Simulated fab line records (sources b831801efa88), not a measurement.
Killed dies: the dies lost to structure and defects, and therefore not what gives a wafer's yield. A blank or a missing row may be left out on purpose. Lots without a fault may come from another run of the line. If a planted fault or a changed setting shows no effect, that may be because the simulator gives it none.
What tool caused it? + flow sky130 + 7 lots, 21 wafers sampled, at 1 step of a route of 708

## WHAT THE GAUGES SHOWED, per wafer
SKY_VT_ADJUST_HVTR_TW_MEAS_11.
| lot  | measured     | on           | VT_ADJUST_HVTR_TW |
|------|--------------|--------------|-------------------|
| L394 | day 11 14:23 | filmMetro-03 | 211.5 211.9 212.4 |
| L396 | day 12 02:18 | filmMetro-03 | 210.6 209.7 210.1 |
| L398 | day 12 18:10 | filmMetro-04 | 211.4 211.2 212.2 |
| L400 | day 13 14:26 | filmMetro-01 | 211.3 211.6 212.1 |
| L405 | day 15 07:04 | filmMetro-04 | 212.2 212.7 212.1 |
| L407 | day 15 17:48 | filmMetro-03 | 211.5 211.2 210.4 |
| L409 | day 16 07:25 | filmMetro-04 | 209.9 209.9 210.4 |

## EACH LOT AND THE TOOL THAT RAN IT (in order: tool; ch and the chambers of the sampled wafers; start)
There is no process step in the record ahead of these readings.

## THE ANSWER, worked out from the rows above alone
Rule: what is usual is taken from the lots themselves. Put in order of their means at a reading, lots are off if they are a third of the lots or fewer, leave a main group of 4 or more, and stand apart from it by a gap of 3 or more times the standard deviation of the main group's means; of several such gaps the widest counts. The tables above print the reading to a certain number of digits; a main group whose means all agree to those digits is not used. Also off: a lot with no number at a reading for which 4 or more lots have one. The other lots that the step has rows for count as sound.
Across all readings shown, no lot is off: no conclusion can be drawn from this.

## WHAT THE SIMULATOR HAD INSERTED
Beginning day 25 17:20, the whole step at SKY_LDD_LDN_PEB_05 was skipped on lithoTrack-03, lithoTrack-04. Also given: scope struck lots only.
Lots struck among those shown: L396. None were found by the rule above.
